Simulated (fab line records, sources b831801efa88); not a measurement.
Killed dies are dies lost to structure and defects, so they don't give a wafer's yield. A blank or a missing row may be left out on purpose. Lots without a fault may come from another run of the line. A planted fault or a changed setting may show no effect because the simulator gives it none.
One fault seen from 2 desks | flow sky130 | each desk has only its own numbers; what lay behind them comes last

THE METROLOGY DESK
What the gauges read, lot by lot, whatever tool the lot ran on: means of the sampled wafers that have a number. A lot is out of limits, marked OUT, if its mean lies more than 4 standard deviations from the usual mean; the brackets give that distance.
Columns: A = RES_XHIGH_TW at SKY_RES_XHIGH_TW_MEAS_09, usual 1634; B = SD_N_TW at SKY_SD_N_TW_MEAS_12, usual 3997; C = RES_XHIGH_RS at SKY_SD_N_RS_MEAS_18, usual 330.0 ohm/sq; D = LI_CONTACT_W_RS at SKY_LI_CONTACT_RS_MEAS_22, usual 0.284 ohm/sq
lot  | first seen here | A               | B    | C               | D
L998 | day 27 18:53    | 1639            | 4025 | 331.2           | 0.285
L999 | day 27 20:19    | 1640            | 3990 | 329.5           | 0.281
L101 | day 27 20:21    | 1615            | 3926 | 331.4           | 0.289
L104 | day 30 00:28    | 1641            | 4010 | 330.0           | 0.287
L106 | day 30 01:58    | 1559 (-4.4) OUT | 4015 | 384.2 (+42) OUT | 0.285
L108 | day 30 10:35    | 1550 (-4.9) OUT | 4021 | 385.9 (+43) OUT | 0.281
L109 | day 30 13:31    | 1610            | 3954 | 330.6           | 0.284
L112 | day 31 15:32    | 1647            | 3908 | 331.0           | 0.281
L113 | day 31 17:47    | 1643            | 4054 | 331.1           | 0.282
L117 | day 33 10:22    | 1648            | 3994 | 329.6           | 0.279
L119 | day 33 22:25    | 1609            | 4006 | 327.3           | 0.283
L121 | day 34 10:46    | 1611            | 3975 | 328.6           | 0.289
This desk's finding: out of limits on L106, L108; first on L106, day 30 01:58 (RES_XHIGH_TW at SKY_RES_XHIGH_TW_MEAS_09). In limits: L998, L999, L101, L104, L109, L112, L113, L117, L119, L121.

THE TOOL OWNER'S DESK: implanter-01
The tool's own readings at SKY_RES_XHIGH_IMPLANT_07: means of the sampled wafers that have a number, for each lot that ran on this tool. A lot is out of limits, marked OUT, if its mean lies more than 4 standard deviations from the usual mean; the brackets give that distance.
Columns: A = beam_energy_keV at SKY_RES_XHIGH_IMPLANT_07, usual 19.609; B = beam_on_s at SKY_RES_XHIGH_IMPLANT_07, usual 45 s; C = dose_ions_cm2 at SKY_RES_XHIGH_IMPLANT_07, usual 3.601e+14
lot  | first seen here | A      | B  | C
L101 | day 27 20:08    | 19.615 | 37 | 3.596e+14
L104 | day 30 00:13    | 19.605 | 37 | 3.605e+14
L106 | day 30 01:43    | 19.612 | 31 | 2.991e+14 (-99 or more) OUT
L108 | day 30 10:20    | 19.606 | 31 | 2.993e+14 (-99 or more) OUT
This desk's finding: out of limits on L106, L108; first on L106, day 30 01:43 (dose_ions_cm2 at SKY_RES_XHIGH_IMPLANT_07). In limits: L101, L104.

PUT TOGETHER
The tool owner's desk could have raised an alarm at day 30 01:43, on L106, L108.
The metrology desk could have raised an alarm at day 30 01:58, on L106, L108.
Of the lots named, all ran SKY_RES_XHIGH_IMPLANT_07 on implanter-01.

WHAT THE SIMULATOR HAD PUT IN
Process parameter drift: implanter-01, from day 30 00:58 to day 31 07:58, at SKY_RES_XHIGH_IMPLANT_07. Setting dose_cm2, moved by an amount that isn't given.
Lots struck among those shown: L106, L108.
Hours from the fault's start to each desk's first reading out of limits: the tool owner's desk, 1; the metrology desk, 1.
